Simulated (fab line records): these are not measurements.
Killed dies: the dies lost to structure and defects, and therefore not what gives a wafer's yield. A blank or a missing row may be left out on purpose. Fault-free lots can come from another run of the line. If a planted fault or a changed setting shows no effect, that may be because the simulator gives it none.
Matching of chambers + flow gf180mcu + GF_STI_WET_ETCH_27 on wet-bench-04: 3 sister chambers
The step etches Si3N4 in H3PO4, target depth 160 nm, time 1825 s. 14 wafers are shown with their chamber, then 7 later ones without.

WAFERS, EACH WITH ITS CHAMBER
| wafer  | chamber | bath-guard-temp-C (C) | bath-heat-duty-pct (%) |
|--------|---------|-----------------------|------------------------|
| L257.1 | 3       | 158.4                 | 26.6                   |
| L257.4 | 3       | 158.9                 | 26.0                   |
| L257.6 | 3       | 159.1                 | 24.8                   |
| L260.3 | 3       | 159.0                 | 25.4                   |
| L260.5 | 3       | 159.1                 | 26.1                   |
| L260.6 | 3       | 158.8                 | 27.9                   |
| L262.2 | 2       | 159.9                 | 26.2                   |
| L262.3 | 2       | 159.3                 | 24.5                   |
| L262.4 | 2       | 159.8                 | 25.4                   |
| L263.1 | 1       | 159.7                 | 27.6                   |
| L263.2 | 1       | 159.9                 | 26.9                   |
| L263.5 | 1       | 160.2                 | 27.3                   |
| L264.2 | 3       | 158.8                 | 26.1                   |
| L264.3 | 3       | 158.9                 | 25.0                   |

SIGNATURES (averages over the wafers above)
| reading            | chamber 1 | chamber 2 | chamber 3 | scatter within a chamber |
|--------------------|-----------|-----------|-----------|--------------------------|
| bath-guard-temp-C  | 159.933   | 159.667   | 158.875   | 0.25                     |
| bath-heat-duty-pct | 27.267    | 25.367    | 25.988    | 0.878                    |
Rule: for a wafer and a chamber, the distance is found by dividing, reading by reading, the gap between the wafer's reading and the chamber's mean by the reading's scatter, squaring, summing and taking the root. If the next closest chamber is less than 2 further off than the closest, the wafer can't be placed; otherwise it belongs to the closest. The scatter: take each reading less its chamber's mean, square it, sum over the shown wafers, divide by the number of wafers less the number of chambers, and take the root.

WAFERS WHOSE CHAMBER IS MISSING
| wafer  | bath-guard-temp-C (C) | bath-heat-duty-pct (%) |
|--------|-----------------------|------------------------|
| L264.6 | 158.6                 | 25.9                   |
| L265.1 | 159.2                 | 28.2                   |
| L265.4 | 159.8                 | 25.8                   |
| L265.6 | 159.6                 | 26.2                   |
| L266.2 | 158.4                 | 27.8                   |
| L266.5 | 158.9                 | 25.0                   |
| L266.6 | 159.0                 | 26.6                   |

CHAMBER TAKEN BY EACH
| wafer  | from the rows above          | in truth |
|--------|------------------------------|----------|
| L264.6 | 3                            | 3        |
| L265.1 | can't be placed: 3 or 1 or 2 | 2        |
| L265.4 | can't be placed: 2 or 1      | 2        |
| L265.6 | can't be placed: 2 or 1 or 3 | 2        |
| L266.2 | 3                            | 3        |
| L266.5 | can't be placed: 3 or 2      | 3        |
| L266.6 | 3                            | 3        |
Correctly placed: 3 of 7. Can't be placed from these rows: 4 (the true chamber is among the candidates in 4). Placed wrongly: 0.
